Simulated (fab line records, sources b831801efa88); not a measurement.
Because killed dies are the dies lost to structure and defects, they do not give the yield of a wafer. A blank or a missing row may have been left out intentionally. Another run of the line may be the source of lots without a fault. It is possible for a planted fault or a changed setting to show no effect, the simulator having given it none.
fab line records ; flow sky130
[record] lots = 14; wafers = 42; last_day = 50
route steps=708 shown NWELL@76 LDD_HVP@286 SPACER@305
lots with no fault: from the same line, run without faults
start_h: hours from the record's first day to the start of the lot's first wafer shown ; wait_h: time in hours since the lot's previous step ; " as in the row above ; L1.1+2: one row covering several wafers at once ; - value missing, or start not given ; * or withheld: withheld ; < > ~ a bound
route shown NAME@n: names a module that has steps shown in the file, with the first one's number in the route ; usual: mean/standard deviation taken from wafers without a fault ; same: alike in all rows ; chamber/n: place in a boat ; sites: readings site by site ; _std_site: the standard deviation of these ; _edge_site: mean of outer sites minus mean of inner sites ; radius_mm: for every site, how far away it sits from the centre of the wafer ; mask NAME#n: copy n ; behind: the tool/chamber that last shaped the wafer ; hold: the reason the lot was held/the length of the hold in hours/how it ended ; device: the n, p or np transistor that did not switch ; end of line: tests of these same wafers at the route's end ; a step given without rows: its recipe and nothing more ; killed: the dies lost at the first sort to structure and to defects; this is not the yield of the wafer ; map: the dies of a wafer, with x for killed, . for not killed, _ for no die there
set.NAME: setting as actually run; set.NAME@STEP: the setting as run at that earlier step ; model.NAME: the simulator's own value behind a step, which no gauge read
steps of the route over a sample of lots; a table a step, a row a wafer
services: the hour from which a tool's chamber was out of use, counted from the record's first day as start_h (under 0 if before that day), plus the number of hours and why
[[steps]]
[step SKY_NWELL_OVL_MEAS_23]
[usual] NWELL_01_OVL = -1.6/1.4
lot.wafer;tool;chamber;start_h;wait_h;NWELL_01_OVL[nm]
L564.1;overlay-01;-;106.11;-;-1.4
L564.3;overlay-01;-;106.11;-;-2.3
L564.4;overlay-01;-;106.11;-;1.8
L565.1;overlay-02;-;112.22;-;-2.0
L565.5;overlay-02;-;112.22;-;-2.4
L565.6;overlay-02;-;112.22;-;-1.8
L566.1;overlay-02;-;119.09;-;-0.3
L566.3;overlay-02;-;119.09;-;-2.2
L566.5;overlay-02;-;119.09;-;-1.3
L567.1;overlay-01;-;127.26;-;0.3
L567.2;overlay-01;-;127.26;-;-0.4
L567.3;overlay-01;-;127.26;-;-1.2
L568.2;overlay-01;-;136.67;-;-0.8
L568.5;overlay-01;-;136.67;-;0.4
L568.6;overlay-01;-;136.67;-;-1.5
L570.2;overlay-02;-;140.45;-;-1.3
L570.3;overlay-02;-;140.45;-;-4.4
L570.6;overlay-02;-;140.45;-;-4.2
L571.2;overlay-02;-;149.17;-;-2.3
L571.5;overlay-02;-;149.17;-;-2.7
L571.6;overlay-02;-;149.17;-;-0.7
L573.2;overlay-01;-;159.52;-;-3.8
L573.5;overlay-01;-;159.52;-;-3.1
L573.6;overlay-01;-;159.52;-;-2.2
L574.4;overlay-02;-;163.33;-;-1.4
L574.5;overlay-02;-;163.33;-;-3.0
L574.6;overlay-02;-;163.33;-;-2.5
L575.2;overlay-01;-;168.97;-;-3.6
L575.3;overlay-01;-;168.97;-;-4.5
L575.6;overlay-01;-;168.97;-;-3.6
L576.1;overlay-01;-;177.47;-;0.0
L576.2;overlay-01;-;177.47;-;-0.8
L576.3;overlay-01;-;177.47;-;-1.8
L582.3;overlay-01;-;214.27;-;-1.2
L582.4;overlay-01;-;214.27;-;0.2
L582.5;overlay-01;-;214.27;-;-1.7
L584.3;overlay-01;-;223.48;-;-1.1
L584.5;overlay-01;-;223.48;-;0.4
L584.6;overlay-01;-;223.48;-;-1.4
L585.2;overlay-02;-;230.82;-;-4.0
L585.4;overlay-02;-;230.82;-;-3.9
L585.5;overlay-02;-;230.82;-;-2.5
[step SKY_NWELL_RTA_28]
[recipe] temp_c = 1050; time_s = 30; idle_temp_c = 650; ramp_up_c_per_s = 150; ramp_down_c_per_s = 90; ambient = N2
[usual] lamp_power_pct = 25.31/0.05; wafer_temp_C_max = 1054.9/0.93
lot.wafer;tool;chamber;start_h;wait_h;lamp_power_pct;wafer_temp_C_max
L564.1;rtp_anneal-02;0;106.51;0.0;25.27;1054.7
L564.3;rtp_anneal-02;0;106.51;0.0;25.37;1055.2
L564.4;rtp_anneal-02;0;106.51;0.0;25.26;1054.3
L565.1;rtp_anneal-01;0;112.61;0.0;25.33;1056.6
L565.5;rtp_anneal-01;0;112.61;0.0;25.30;1055.1
L565.6;rtp_anneal-01;0;112.61;0.0;25.33;1053.4
L566.1;rtp_anneal-02;0;119.49;0.0;25.26;1053.5
L566.3;rtp_anneal-02;0;119.49;0.0;25.25;1053.8
L566.5;rtp_anneal-02;0;119.49;0.0;25.19;1054.0
L567.1;rtp_anneal-02;0;127.66;0.0;25.32;1054.1
L567.2;rtp_anneal-02;0;127.66;0.0;25.30;1055.3
L567.3;rtp_anneal-02;0;127.66;0.0;25.23;1057.8
L568.2;rtp_anneal-01;0;137.07;0.0;25.36;1054.4
L568.5;rtp_anneal-01;0;137.07;0.0;25.42;1055.2
L568.6;rtp_anneal-01;0;137.07;0.0;25.33;1055.9
L570.2;rtp_anneal-02;0;140.86;0.0;25.23;1053.5
L570.3;rtp_anneal-02;0;140.86;0.0;25.26;1053.5
L570.6;rtp_anneal-02;0;140.86;0.0;25.33;1056.5
L571.2;rtp_anneal-01;0;149.57;0.0;25.30;1055.6
L571.5;rtp_anneal-01;0;149.57;0.0;25.24;1055.0
L571.6;rtp_anneal-01;0;149.57;0.0;25.36;1053.1
L573.2;rtp_anneal-02;0;159.93;0.0;25.33;1055.0
L573.5;rtp_anneal-02;0;159.93;0.0;25.25;1054.8
L573.6;rtp_anneal-02;0;159.93;0.0;25.41;1054.7
L574.4;rtp_anneal-02;0;163.81;0.1;25.31;1056.9
L574.5;rtp_anneal-02;0;163.81;0.1;25.26;1055.5
L574.6;rtp_anneal-02;0;163.81;0.1;25.34;1055.2
L575.2;rtp_anneal-02;0;169.38;0.0;25.31;1055.0
L575.3;rtp_anneal-02;0;169.38;0.0;25.38;1053.9
L575.6;rtp_anneal-02;0;169.38;0.0;25.42;1054.0
L576.1;rtp_anneal-01;0;177.86;0.0;25.29;1055.8
L576.2;rtp_anneal-01;0;177.86;0.0;25.35;1054.9
L576.3;rtp_anneal-01;0;177.86;0.0;25.26;1056.4
L582.3;rtp_anneal-02;0;214.70;0.0;25.29;1055.5
L582.4;rtp_anneal-02;0;214.70;0.0;25.34;1055.2
L582.5;rtp_anneal-02;0;214.70;0.0;25.28;1054.8
L584.3;rtp_anneal-01;0;223.90;0.0;25.26;1054.0
L584.5;rtp_anneal-01;0;223.90;0.0;25.31;1054.2
L584.6;rtp_anneal-01;0;223.90;0.0;25.31;1055.0
L585.2;rtp_anneal-02;0;231.27;0.0;25.24;1055.1
L585.4;rtp_anneal-02;0;231.27;0.0;25.29;1054.8
L585.5;rtp_anneal-02;0;231.27;0.0;25.32;1055.7
[step SKY_LDD_HVP_IMPLANT_08]
[recipe] species = B; energy_kev = 20; dose_cm2 = 1.7e+13; tilt_deg = 17.9
[usual] dose_ions_cm2 = 1.6994e+13/1.8e+10
lot.wafer;tool;chamber;start_h;wait_h;dose_ions_cm2
L564.1;implanter-02;0;498.24;0.0;1.6982e+13
L564.3;implanter-02;0;498.24;0.0;1.6977e+13
L564.4;implanter-02;0;498.24;0.0;1.6995e+13
L565.1;implanter-02;0;506.50;0.0;1.6999e+13
L565.5;implanter-02;0;506.50;0.0;1.701e+13
L565.6;implanter-02;0;506.50;0.0;1.7034e+13
L566.1;implanter-02;0;513.64;0.0;1.7004e+13
L566.3;implanter-02;0;513.64;0.0;1.6987e+13
L566.5;implanter-02;0;513.64;0.0;1.6969e+13
L567.1;implanter-02;0;528.58;0.0;1.6982e+13
L567.2;implanter-02;0;528.58;0.0;1.6976e+13
L567.3;implanter-02;0;528.58;0.0;1.6978e+13
L568.2;implanter-01;0;542.38;0.0;1.6994e+13
L568.5;implanter-01;0;542.38;0.0;1.6949e+13
L568.6;implanter-01;0;542.38;0.0;1.6964e+13
L570.2;implanter-04;0;548.52;0.0;1.7027e+13
L570.3;implanter-04;0;548.52;0.0;1.7028e+13
L570.6;implanter-04;0;548.52;0.0;1.6981e+13
L571.2;implanter-02;0;559.05;0.0;1.698e+13
L571.5;implanter-02;0;559.05;0.0;1.6995e+13
L571.6;implanter-02;0;559.05;0.0;1.7005e+13
L573.2;implanter-02;0;578.23;0.0;1.6976e+13
L573.5;implanter-02;0;578.23;0.0;1.7028e+13
L573.6;implanter-02;0;578.23;0.0;1.6999e+13
L574.4;implanter-01;0;581.48;0.1;1.699e+13
L574.5;implanter-01;0;581.48;0.1;1.6973e+13
L574.6;implanter-01;0;581.48;0.1;1.6985e+13
L575.2;implanter-02;0;590.37;0.0;1.6966e+13
L575.3;implanter-02;0;590.37;0.0;1.7014e+13
L575.6;implanter-02;0;590.37;0.0;1.6986e+13
L576.1;implanter-01;0;597.64;0.0;1.697e+13
L576.2;implanter-01;0;597.64;0.0;1.6994e+13
L576.3;implanter-01;0;597.64;0.0;1.6999e+13
L582.3;implanter-04;0;650.45;0.1;1.6981e+13
L582.4;implanter-04;0;650.45;0.1;1.6998e+13
L582.5;implanter-04;0;650.45;0.1;1.6977e+13
L584.3;implanter-02;0;660.65;0.1;1.755e+13
L584.5;implanter-02;0;660.65;0.1;1.7576e+13
L584.6;implanter-02;0;660.65;0.1;1.7557e+13
L585.2;implanter-02;0;670.90;0.0;1.7565e+13
L585.4;implanter-02;0;670.90;0.0;1.7522e+13
L585.5;implanter-02;0;670.90;0.0;1.7557e+13
[step SKY_SPACER_THK_MEAS_01]
[recipe] reads = Si3N4_of_SPACER_CVD_00
[usual] SPACER_CVD_00_THK = 43.3/0.35
lot.wafer;tool;chamber;start_h;wait_h;SPACER_CVD_00_THK[nm]
L564.1;film_metro-04;-;530.64;0.0;43.8
L564.3;film_metro-04;-;530.64;0.0;43.6
L564.4;film_metro-04;-;530.64;0.0;43.5
L565.1;film_metro-03;-;538.41;0.0;43.4
L565.5;film_metro-03;-;538.41;0.0;43.5
L565.6;film_metro-03;-;538.41;0.0;42.9
L566.1;film_metro-03;-;547.92;0.0;43.8
L566.3;film_metro-03;-;547.92;0.0;43.7
L566.5;film_metro-03;-;547.92;0.0;43.4
L567.1;film_metro-03;-;561.52;0.0;42.7
L567.2;film_metro-03;-;561.52;0.0;42.9
L567.3;film_metro-03;-;561.52;0.0;42.9
L568.2;film_metro-03;-;575.10;0.0;43.6
L568.5;film_metro-03;-;575.10;0.0;43.5
L568.6;film_metro-03;-;575.10;0.0;43.2
L570.2;film_metro-04;-;580.38;0.0;43.0
L570.3;film_metro-04;-;580.38;0.0;43.3
L570.6;film_metro-04;-;580.38;0.0;43.2
L571.2;film_metro-03;-;590.23;0.1;43.6
L571.5;film_metro-03;-;590.23;0.1;43.1
L571.6;film_metro-03;-;590.23;0.1;43.1
L573.2;film_metro-04;-;609.83;0.0;42.7
L573.5;film_metro-04;-;609.83;0.0;42.9
L573.6;film_metro-04;-;609.83;0.0;43.2
L574.4;film_metro-04;-;613.09;0.0;43.5
L574.5;film_metro-04;-;613.09;0.0;43.9
L574.6;film_metro-04;-;613.09;0.0;43.5
L575.2;film_metro-01;-;622.89;0.0;43.2
L575.3;film_metro-01;-;622.89;0.0;43.2
L575.6;film_metro-01;-;622.89;0.0;43.5
L576.1;film_metro-01;-;629.27;0.0;43.8
L576.2;film_metro-01;-;629.27;0.0;43.9
L576.3;film_metro-01;-;629.27;0.0;43.6
L582.3;film_metro-01;-;678.79;0.0;43.6
L582.4;film_metro-01;-;678.79;0.0;43.3
L582.5;film_metro-01;-;678.79;0.0;43.3
L584.3;film_metro-03;-;690.75;0.0;43.0
L584.5;film_metro-03;-;690.75;0.0;43.2
L584.6;film_metro-03;-;690.75;0.0;43.1
L585.2;film_metro-04;-;699.63;0.0;43.2
L585.4;film_metro-04;-;699.63;0.0;42.9
L585.5;film_metro-04;-;699.63;0.0;43.0
[[services]]
tool;chamber;start_h;hours;kind
implanter-01;-;100.11;2.3;pm
rtp_anneal-02;-;142.93;2.4;pm
implanter-04;-;149.27;1.6;repair
implanter-02;-;150.69;2.4;repair
implanter-01;-;154.46;18.6;pm
implanter-02;-;158.33;2.8;pm
rtp_anneal-01;-;195.91;1.1;pm
implanter-02;-;211.96;3.5;repair
implanter-04;-;327.19;5.4;pm
implanter-02;-;357.79;2.5;repair
implanter-01;-;422.51;3.6;repair
implanter-02;-;426.87;1.9;repair
implanter-01;-;468.08;1.7;repair
implanter-01;-;480.02;2.5;repair
rtp_anneal-01;-;495.33;4.8;pm
implanter-01;-;496.41;5.7;repair
implanter-02;-;520.69;7.1;pm
implanter-01;-;539.62;1.3;repair
implanter-02;-;551.13;1.7;repair
implanter-01;-;589.11;3.4;pm
implanter-02;-;591.40;1.3;repair
implanter-02;-;601.75;15.9;pm
implanter-01;-;641.06;1.8;repair
implanter-02;-;647.26;3.8;pm
[[key]]
[first_sign] step = SKY_LDD_HVP_IMPLANT_08; reading = dose_ions_cm2; direction = up; sigmas = 32; usual = *; struck = *
effect none on later readings
met_at SKY_LDD_HVP_IMPLANT_08
struck_lots L584,L585
tester_left_out L584,L585
not_acting_at SKY_NWELL_OVL_MEAS_23,SKY_NWELL_RTA_28,SKY_SPACER_THK_MEAS_01
onset_between 590.37 660.65
[fault] kind = process_parameter_drift; tool = implanter-02; chamber = -; onset_h = 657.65; steps = SKY_LDD_HVP_IMPLANT_08; channel = dose_cm2; offset = *; shape = step; end_h = 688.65; acts_in = *; stated = *
// tester_left_out: of these lots the tester's yield and bins aren't shown, on N5 and GAA mostly nor the transistor test; their killed dies are dies lost to structure and defects alone, not to doping, threshold or leakage, so they don't give the yield
